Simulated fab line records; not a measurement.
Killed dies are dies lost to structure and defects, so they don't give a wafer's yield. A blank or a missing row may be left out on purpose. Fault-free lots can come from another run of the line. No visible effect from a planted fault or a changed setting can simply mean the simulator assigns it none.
fab line records | flow sky130
record: lots: 6 | wafers: 18 | last-day: 50
route steps=708 shown METAL1@455 VIA1@458
lots that met no fault: taken from a fault-free run of the same line
start-h: hours from the record's first day to the start of the lot's first wafer shown | wait-h: hours since the lot's step before | " identical to the entry in the row above | L1.1+2: a single row standing in for several wafers | - no value, or no start given | * or withheld: withheld | < > ~ a bound
route shown NAME@n: NAME is a module with steps in the file, n the number in the route of the first one | usual: mean/standard deviation taken from wafers without a fault | same: alike in all rows | chamber/n: place in a boat | sites: the reading at each site | _std_site: their standard deviation | _edge_site: the outer-site mean with the inner-site mean subtracted | radius-mm: for every site, how far away it sits from the centre of the wafer | mask NAME#n: copy n | behind: the last tool/chamber to shape the wafer | hold: why the lot went on hold/how many hours it stayed there/how the hold came to an end | device: transistor that didn't switch, given as n, p or np | end of line: tests of these same wafers at the route's end | where a step has no rows: the recipe by itself | killed: the dies lost at the first sort to structure and to defects; this is not the yield of the wafer | map: a wafer's dies, marking killed ones x, the rest . and places with no die _
set.NAME: the setting the step ran with; set.NAME@STEP: the setting that earlier step ran with | model.NAME: the simulator's own value behind a step, which no gauge read
lots at some steps of the route; a table a step, a row a wafer
services: when a tool's chamber went out of use (start-h, in hours from the record's first day, below 0 if earlier), for how many hours, and the reason
== steps ==
step: SKY_METAL1_STRIP_21
recipe: chemistry: post-etch-residue-remover | time-s: 1200 | temp-c: 72.5
step: SKY_METAL1_CLEAN_22
recipe: chemistry: IPA | time-s: 180 | temp-c: 25
step: SKY_METAL1_CLEAN_23
recipe: chemistry: O3/DIW | dry: n2-spin
step: SKY_VIA1_HDPCVD_00
recipe: material: SiO2 | target-thk-nm: 1030 | sigma-open-frac: 0.3 | time-s: 171.7 | temp-c: 400 | sih4-flow-sccm: 60 | pressure-mtorr: 6
step: SKY_VIA1_THK_MEAS_01
recipe: reads: SiO2_of_VIA1_HDPCVD_00
usual: VIA1_HDPCVD_THK: 1032/10
lot.wafer | tool          | chamber | start-h | wait-h | VIA1_HDPCVD_THK[nm]
L899.3    | film-metro-01 | -       | 788.73  | 0.1    | 1021
L899.4    | "             | -       | "       | "      | 1023
L899.5    | "             | -       | "       | "      | 1010
L908.2    | film-metro-02 | -       | 868.06  | 0.1    | 1040
L908.3    | "             | -       | "       | "      | 1039
L908.6    | "             | -       | "       | "      | 1042
L913.2    | film-metro-01 | -       | 895.39  | 0.1    | 1046
L913.3    | "             | -       | "       | "      | 1033
L913.4    | "             | -       | "       | "      | 1037
L914.1    | film-metro-03 | -       | 910.20  | 0.1    | 1045
L914.3    | "             | -       | "       | "      | 1035
L914.5    | "             | -       | "       | "      | 1031
L915.1    | film-metro-02 | -       | 916.15  | 0.1    | 1020
L915.2    | "             | -       | "       | "      | 1020
L915.3    | "             | -       | "       | "      | 1020
L919.1    | film-metro-02 | -       | 940.39  | 0.1    | 1024
L919.5    | "             | -       | "       | "      | 1006
L919.6    | "             | -       | "       | "      | 1028
step: SKY_VIA1_CMP_02
recipe: material: SiO2 | down-force-psi: 4 | platen-rpm: 60 | pad-velocity-m-s: 0.94248
usual: motor-current-A: 11.5/1.3 | platen-rpm: 60.00/0.048
lot.wafer | tool   | chamber | start-h | wait-h | motor-current-A | platen-rpm
L899.3    | cmp-01 | 2       | 788.77  | 0.0    | 13.3            | 59.92
L899.4    | "      | 3       | "       | "      | 10.2            | 60.00
L899.5    | "      | 3       | "       | "      | 10.6            | 60.08
L908.3    | cmp-02 | 3       | 868.21  | 0.1    | 13.5            | 60.02
L908.2    | "      | 0       | "       | "      | 12.2            | 59.93
L908.6    | "      | 2       | "       | "      | 10.3            | 59.98
L913.2    | cmp-01 | 1       | 895.44  | 0.0    | 9.9             | 59.99
L913.4    | "      | 3       | "       | "      | 10.1            | 59.95
L913.3    | "      | 0       | "       | "      | 12.1            | 59.95
L914.1    | cmp-01 | 1       | 910.26  | 0.1    | 9.7             | 60.03
L914.3    | "      | 3       | "       | "      | 10.4            | 59.98
L914.5    | "      | 2       | "       | "      | 14.7            | 60.04
L915.3    | cmp-01 | 0       | 916.27  | 0.1    | 13.1            | 60.00
L915.1    | "      | 2       | "       | "      | 13.9            | 60.03
L915.2    | "      | 3       | "       | "      | 11.0            | 60.02
L919.1    | cmp-02 | 0       | 940.55  | 0.1    | 12.1            | 59.96
L919.6    | "      | 2       | "       | "      | 9.8             | 60.00
L919.5    | "      | 3       | "       | "      | 12.8            | 59.99
step: SKY_VIA1_BOW_MEAS_03
recipe: mode: bow
usual: VIA1_BOW: 80/6.9
lot.wafer | tool          | chamber | start-h | wait-h | VIA1_BOW[um]
L899.3    | film-metro-03 | -       | 789.11  | 0.3    | 73
L899.4    | "             | -       | "       | "      | 82
L899.5    | "             | -       | "       | "      | 72
L908.2    | film-metro-03 | -       | 868.43  | 0.1    | 84
L908.3    | "             | -       | "       | "      | 76
L908.6    | "             | -       | "       | "      | 90
L913.2    | film-metro-03 | -       | 895.76  | 0.3    | 95
L913.3    | "             | -       | "       | "      | 76
L913.4    | "             | -       | "       | "      | 86
L914.1    | film-metro-03 | -       | 910.56  | 0.2    | 81
L914.3    | "             | -       | "       | "      | 81
L914.5    | "             | -       | "       | "      | 87
L915.1    | film-metro-02 | -       | 916.57  | 0.1    | 81
L915.2    | "             | -       | "       | "      | 90
L915.3    | "             | -       | "       | "      | 80
L919.1    | film-metro-01 | -       | 940.75  | 0.1    | 71
L919.5    | "             | -       | "       | "      | 79
L919.6    | "             | -       | "       | "      | 83
step: SKY_VIA1_DEHYDRATE_04
recipe: temp-c: 200 | time-s: 60
step: SKY_VIA1_HMDS_05
recipe: prime-time-s: 60 | prime-temp-c: 120
step: SKY_VIA1_COAT_06
recipe: resist: BARC | temp-c: withheld | time-s: withheld | spin-rpm: 3000 | resist-thk-nm: 60
step: SKY_VIA1_COAT_07
recipe: resist: KrF-thick | spin-rpm: 3000 | resist-thk-nm: 450
step: SKY_VIA1_SOFTBAKE_08
recipe: temp-c: 100 | time-s: 90 | resist: KrF-thick
step: SKY_VIA1_EXPOSE_09
recipe: mask-id: VIM | na: 0.8 | source-shape: annular | sigma-inner: 0.55 | sigma-outer: 0.85 | target-cd-nm: 150 | dose-mj: 38
usual: exposure-dose-mJ-cm2: 37.93/0.052 | focus-offset-nm: 0.1/0.5 | sigma-inner: 0.55/0 | stage-vel-mm-s: 500.02/0.23
lot.wafer | tool           | chamber | start-h | wait-h | mask  | exposure-dose-mJ-cm2 | focus-offset-nm | sigma-inner | stage-vel-mm-s
L899.3    | krf-scanner-02 | 0       | 803.15  | -      | VIM#0 | 37.97                | 0.2             | 0.55        | 499.67
L899.4    | "              | 0       | "       | "      | VIM#0 | 37.94                | 0.4             | 0.55        | 500.11
L899.5    | "              | 0       | "       | "      | VIM#0 | 38.01                | -1.2            | 0.55        | 499.91
L908.2    | krf-scanner-01 | 0       | 881.94  | -      | VIM#0 | 37.89                | -1.0            | 0.55        | 500.16
L908.3    | "              | 0       | "       | "      | VIM#0 | 37.91                | -0.6            | 0.55        | 500.05
L908.6    | "              | 0       | "       | "      | VIM#0 | 37.90                | -0.6            | 0.55        | 499.76
L913.2    | krf-scanner-01 | 0       | 908.90  | -      | VIM#0 | 37.84                | 0.4             | 0.55        | 499.73
L913.3    | "              | 0       | "       | "      | VIM#0 | 37.94                | 0.3             | 0.55        | 499.93
L913.4    | "              | 0       | "       | "      | VIM#0 | 37.89                | 0.9             | 0.55        | 499.48
L914.1    | krf-scanner-02 | -       | 923.48  | -      | VIM#0 | -                    | -               | -           | -
L914.3    | "              | -       | "       | "      | VIM#0 | -                    | -               | -           | -
L914.5    | "              | -       | "       | "      | VIM#0 | -                    | -               | -           | -
L915.1    | krf-scanner-01 | -       | 928.88  | -      | VIM#0 | -                    | -               | -           | -
L915.2    | "              | -       | "       | "      | VIM#0 | -                    | -               | -           | -
L915.3    | "              | -       | "       | "      | VIM#0 | -                    | -               | -           | -
L919.1    | krf-scanner-01 | 0       | 952.63  | -      | VIM#0 | 37.92                | 0.0             | 0.55        | 499.83
L919.5    | "              | 0       | "       | "      | VIM#0 | 37.85                | -0.1            | 0.55        | 499.93
L919.6    | "              | 0       | "       | "      | VIM#0 | 37.91                | -0.3            | 0.55        | 499.84
step: SKY_VIA1_PEB_10
recipe: peb-temp-c: withheld | peb-time-s: withheld | resist: KrF-thick
== services ==
tool           | chamber | start-h | hours | kind
krf-scanner-01 | -       | 769.80  | 1.3   | pm
krf-scanner-02 | -       | 775.81  | 1.3   | pm
krf-scanner-01 | -       | 777.88  | 1.0   | pm
krf-scanner-01 | -       | 781.17  | 2.5   | repair
cmp-01         | -       | 791.95  | 5.6   | pm
cmp-02         | -       | 803.27  | 0.6   | repair
krf-scanner-01 | -       | 807.06  | 0.2   | repair
krf-scanner-01 | -       | 810.27  | 4.4   | pm
krf-scanner-01 | -       | 817.31  | 0.8   | pm
cmp-01         | -       | 837.06  | 5.6   | repair
cmp-01         | -       | 858.97  | 2.0   | repair
krf-scanner-01 | -       | 859.10  | 3.6   | pm
krf-scanner-02 | -       | 862.65  | 0.8   | pm
cmp-01         | -       | 864.69  | 1.7   | repair
krf-scanner-01 | -       | 873.96  | 0.7   | repair
cmp-02         | -       | 882.07  | 0.6   | repair
cmp-01         | -       | 909.31  | 0.3   | repair
cmp-02         | -       | 912.62  | 4.0   | pm
krf-scanner-02 | -       | 917.48  | 3.6   | pm
krf-scanner-02 | -       | 921.20  | 1.0   | pm
krf-scanner-01 | -       | 931.19  | 4.0   | pm
cmp-02         | -       | 945.10  | 3.9   | repair
krf-scanner-01 | -       | 945.70  | 1.3   | pm
krf-scanner-01 | -       | 947.00  | 1.0   | pm
== key ==
first-sign: step: SKY_VIA1_EXPOSE_09 | reading: tool-record | direction: missing
effect none on later readings
met-at SKY_VIA1_EXPOSE_09
struck-wafers L914.1,L914.3,L914.5,L915.1,L915.2,L915.3
later-rows-left-out L914.1,L914.3,L914.5,L915.1,L915.2,L915.3
sort-left-out L914.1,L914.3,L914.5,L915.1,L915.2,L915.3
onset-between 908.90 923.48
fault: kind: skipped-step-whole | tool: krf-scanner-01,krf-scanner-02 | chamber: - | onset-h: 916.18 | steps: SKY_VIA1_EXPOSE_09 | scope: struck-lots-only
sort-left-out: the simulated sort isn't trusted on such a fault, so these wafers' sort isn't shown, and their yield isn't known
later-rows-left-out: the simulator's readings of these wafers behind a module that went badly wrong aren't trusted and aren't shown, but for the sort
